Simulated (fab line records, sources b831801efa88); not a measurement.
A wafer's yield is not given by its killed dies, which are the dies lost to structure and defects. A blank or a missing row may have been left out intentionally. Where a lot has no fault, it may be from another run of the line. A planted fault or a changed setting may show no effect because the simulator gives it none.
One fault through the eyes of 2 desks    flow gf180mcu    each desk has only its own numbers; what lay behind them comes last

DESK OF THE TOOL OWNER: rie-si-02
The tool's own readings at GF_POLY_GATE_ETCH_13 (etches poly-Si in HBr/Cl2, stops on SiO2, target depth 198.5 nm, time 69.6 s): means of the sampled wafers that have a number, for each lot that ran on this tool. Any lot whose mean is over 4 standard deviations away from the usual mean is out of limits and marked OUT; that distance is given in the brackets.
Columns: A = drypump-motor-current-A at GF_POLY_GATE_ETCH_13, usual 5.6 A; B = oes-product-au at GF_POLY_GATE_ETCH_13, usual 0.992 a.u.; C = throttle-valve-pct at GF_POLY_GATE_ETCH_13, usual 33.685 %
lot   first seen here  A    B      C
L651  day 11 00:47     5.6  0.993  33.685
L656  day 12 11:56     5.8  0.992  33.693
L657  day 12 15:42     5.3  0.994  33.683
L666  day 15 16:29     5.3  0.997  33.691
L667  day 15 20:38     5.6  0.988  33.685
L668  day 16 03:44     5.6  1.003  33.688
L669  day 16 10:41     5.6  0.995  33.676
This desk found nothing out of limits on any of the 7 lots.

THE METROLOGY DESK
What the gauges read, lot by lot, whatever tool the lot ran on: means of the sampled wafers that have a number. Any lot whose mean is over 4 standard deviations away from the usual mean is out of limits and marked OUT; that distance is given in the brackets.
Columns: A = POLY_GATE_OXIDATION_THK at GF_POLY_GATE_THK_MEAS_17, usual 3.99 nm
lot   first seen here  A
L646  day 9 17:13      4.03
L647  day 9 22:35      4.09
L649  day 10 11:18     3.96
L650  day 10 16:47     3.98
L651  day 11 02:46     3.99
L652  day 11 11:03     3.97
L656  day 12 13:32     3.97
L657  day 12 18:07     3.86
L666  day 15 19:08     4.03
L667  day 15 22:05     4.07
L668  day 16 05:11     4.04
L669  day 16 12:49     4.08
This desk found nothing out of limits on any of the 12 lots.

TAKEN TOGETHER
Nothing out of limits was seen by the tool owner's desk.
The metrology desk saw nothing out of limits.

WHAT THE SIMULATOR HAD PUT IN
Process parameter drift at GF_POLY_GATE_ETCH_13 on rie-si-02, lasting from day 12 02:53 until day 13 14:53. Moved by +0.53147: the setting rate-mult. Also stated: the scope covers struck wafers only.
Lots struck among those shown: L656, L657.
